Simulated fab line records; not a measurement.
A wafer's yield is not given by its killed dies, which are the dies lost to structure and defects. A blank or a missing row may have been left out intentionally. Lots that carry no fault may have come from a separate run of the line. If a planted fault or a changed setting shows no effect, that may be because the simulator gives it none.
Matching of chambers + flow gf180mcu + GF_V1_CMP_04 on cmp-02 has 4 sister chambers
The step polishes SiO2. 8 wafers are shown with their chamber, then 9 later ones without.

## EACH WAFER AND ITS CHAMBER
| wafer  | chamber | motorCurrentA (A) | timeToEndpointS (s) |
|--------|---------|-------------------|---------------------|
| L445.3 | 3       | 13.3              | 83                  |
| L444.5 | 1       | 10.8              | 92                  |
| L447.3 | 2       | 10.7              | 79                  |
| L448.1 | 3       | 13.5              | 85                  |
| L448.4 | 2       | 11.0              | 83                  |
| L452.3 | 0       | 12.0              | 83                  |
| L452.5 | 0       | 11.1              | 85                  |
| L452.6 | 1       | 10.8              | 86                  |

## WAFERS WHOSE CHAMBER IS MISSING
| wafer  | motorCurrentA (A) | timeToEndpointS (s) |
|--------|-------------------|---------------------|
| L454.2 | 10.8              | 81                  |
| L454.5 | 11.6              | 80                  |
| L454.6 | 10.6              | 84                  |
| L455.3 | 12.5              | 76                  |
| L455.4 | 13.3              | 81                  |
| L455.6 | 11.5              | 83                  |
| L456.2 | 13.8              | 77                  |
| L456.3 | 11.4              | 83                  |
| L456.6 | 10.6              | 84                  |

## WHICH CHAMBER EACH WENT THROUGH
| wafer  | from the rows above          | in truth                   |
|--------|------------------------------|----------------------------|
| L454.2 | 2                            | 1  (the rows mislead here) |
| L454.5 | can't be placed: 0 or 2      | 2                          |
| L454.6 | can't be placed: 2 or 1 or 0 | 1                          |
| L455.3 | can't be placed: 3 or 0 or 2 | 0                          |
| L455.4 | 3                            | 3                          |
| L455.6 | can't be placed: 0 or 2      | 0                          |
| L456.2 | 3                            | 3                          |
| L456.3 | can't be placed: 0 or 2      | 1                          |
| L456.6 | can't be placed: 2 or 1 or 0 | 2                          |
Correct placement for 2 of the 9. Not placeable from these rows: 6 (in 5, the candidates include the true chamber). Number placed wrongly: 1.
How it was worked out, from the rows above alone: a wafer's distance from a chamber is the root of the sum, over the readings, of the square of ((its reading less the chamber's mean) divided by the reading's scatter). If the next closest chamber is less than 2 further off than the closest, the wafer can't be placed; otherwise it belongs to the closest. For every chamber, the mean is computed from those of its wafers that are shown. How the scatter is found: for the shown wafers, subtract from each reading the mean of its chamber, square and add these, divide the total by (wafers less chambers), then take the root.
